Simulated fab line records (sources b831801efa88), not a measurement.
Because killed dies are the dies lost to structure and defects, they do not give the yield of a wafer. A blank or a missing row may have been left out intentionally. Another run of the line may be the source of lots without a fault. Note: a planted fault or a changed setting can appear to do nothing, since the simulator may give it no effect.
A struck lot beside a sound one :: flow sky130 :: 17 out of 708 route steps
Sound: these wafers, L969.1, L969.2, L969.6. Struck: wafers L957.3, L957.5, L957.6. The cause is named last.
Per side, at each step with rows, come the tool, then ch with its chambers, and then its first start. Under that, the readings that differ: sound wafers :: struck wafers :: difference of the means :: sigmas: that difference in standard deviations of wafers without a fault.
alike: a reading whose means differ by less than 2 such deviations, as well as words and numbers matching on both sides. not compared: withheld readings; readings where some wafer has no value; bounds like >300 that might hide an equal value; numbers whose values overlap and for which the record gives no deviation.
The two part at a step that has a row with sigmas, a row that says differs or no value, or rows on one side only. When numbers do not overlap yet have no deviation, they are printed without sigmas and do not part them. A reading that every wafer of one side lacks parts them only if that side has two wafers or more.

SKY_VIA3_CMP_02: polishes SiO2.
  sound on cmp-01 ch 0,2, day 43 16:35; struck on cmp-01 ch 1,2,3, day 40 08:44
  alike: head pressure psi, motor current A
SKY_VIA3_BOW_MEAS_03:
  struck on film metro-02, day 40 08:56; sound on film metro-02, day 43 16:50
  alike: VIA3_BOW
then, 4 steps without rows for these wafers: SKY_VIA3_DEHYDRATE_04 (time 60 s); SKY_VIA3_HMDS_05 (prime time 60 s); SKY_VIA3_COAT_06 (resist thk 60 nm); SKY_VIA3_COAT_07 (resist thk 450 nm).
SKY_VIA3_SOFTBAKE_08: time 92.91 s.
  sound on litho track-03 ch 0; struck on litho track-02 ch 0
  alike: plate sensor t centre C, plate sensor t edge C, resist line temp C, softbake temp c
then, 3 steps without rows for these wafers: SKY_VIA3_EXPOSE_09 (exposes mask VIM3, target cd 200 nm); SKY_VIA3_PEB_10; SKY_VIA3_DEVELOP_11 (develop time 60 s).
SKY_VIA3_CD_MEAS_12 targets a cd of 200 nm.
  struck on cd sem-02, day 41 08:49; sound on cd sem-02, day 44 15:11
  alike: cd nm
SKY_VIA3_OVL_MEAS_13:
  struck on overlay-02, day 41 08:54; sound on overlay-02, day 44 15:19
  alike: VIA3_OVL
SKY_VIA3_ETCH_14: etches BARC in N2/H2, stops on SiO2, time 45.9 s, target depth 60 nm.
  sound on rie diel-03 ch 0,2, day 44 15:21; struck on rie diel-04 ch 0,1,3, day 41 08:55
  no value came back on the struck wafers for any of 6 readings (bias w (W), chamber pressure mTorr (mTorr) and others); on the sound wafers bias w (W) reads 100.03 100.06 100.40
reading: model.KrF-thick_of_VIA3_COAT_07.thk nm (nm)
sound: 393.7 390.6 390.5
struck: 436.7 436.3 437.3
difference: +45.2
sigmas: 
  not compared: rf hours counter h
SKY_VIA3_ETCH_15: etches SiO2 in C4F8/O2/Ar, stops on TiN, target depth 507 nm, time 78 s.
  sound on rie diel-03 ch 0,2, day 44 15:23; struck on rie diel-04 ch 0,1,3, day 41 08:58
reading: oes product au (a.u.)
sound: 0.953 0.947 0.948
struck: 0.378 0.391 0.380
difference: -0.566
sigmas: -99 or more

reading: model.KrF-thick_of_VIA3_COAT_07.thk nm (nm)
sound: 293.9 286.3 286.8
struck: 337.1 334.6 339
difference: +47.9
sigmas: 
  alike: bias w, chamber pressure mTorr
  not compared: rf hours counter h
SKY_VIA3_STRIP_16: strips in O2/N2.
  sound on plasma asher-02 ch 0,1, day 44 15:27; struck on plasma asher-04 ch 0,1, day 41 09:04
reading: oes product au (a.u.)
sound: 0.399 0.404 0.404
struck: 0.427 0.423 0.423
difference: +0.022
sigmas: +5

reading: strip time to endpoint s (s)
sound: 4.162 4.093 4.083
struck: 4.602 4.568 4.624
difference: +0.485
sigmas: +17
  alike: chamber pressure mTorr, drypump motor current A, o2 flow sccm
  not compared: rf hours counter h
then, 1 step without rows for these wafers: SKY_VIA3_STRIP_17 (strips in post etch residue remover, time 1200 s).
-- the record jumps here: 6 days lie between the struck wafers' starts before and after (it left off in module VIA3 and takes up again in module PAD_OPEN, whose first step shown is number 708 of the route) --
SKY_PAD_OPEN_PROBE_99:
  only the struck wafers here have rows in the record (prober-01, day 47 06:14); the sound ones have none

== WHERE THEY PART ==
First at SKY_VIA3_ETCH_14; last, within this record, at SKY_PAD_OPEN_PROBE_99.

WHY: what the simulator had put in
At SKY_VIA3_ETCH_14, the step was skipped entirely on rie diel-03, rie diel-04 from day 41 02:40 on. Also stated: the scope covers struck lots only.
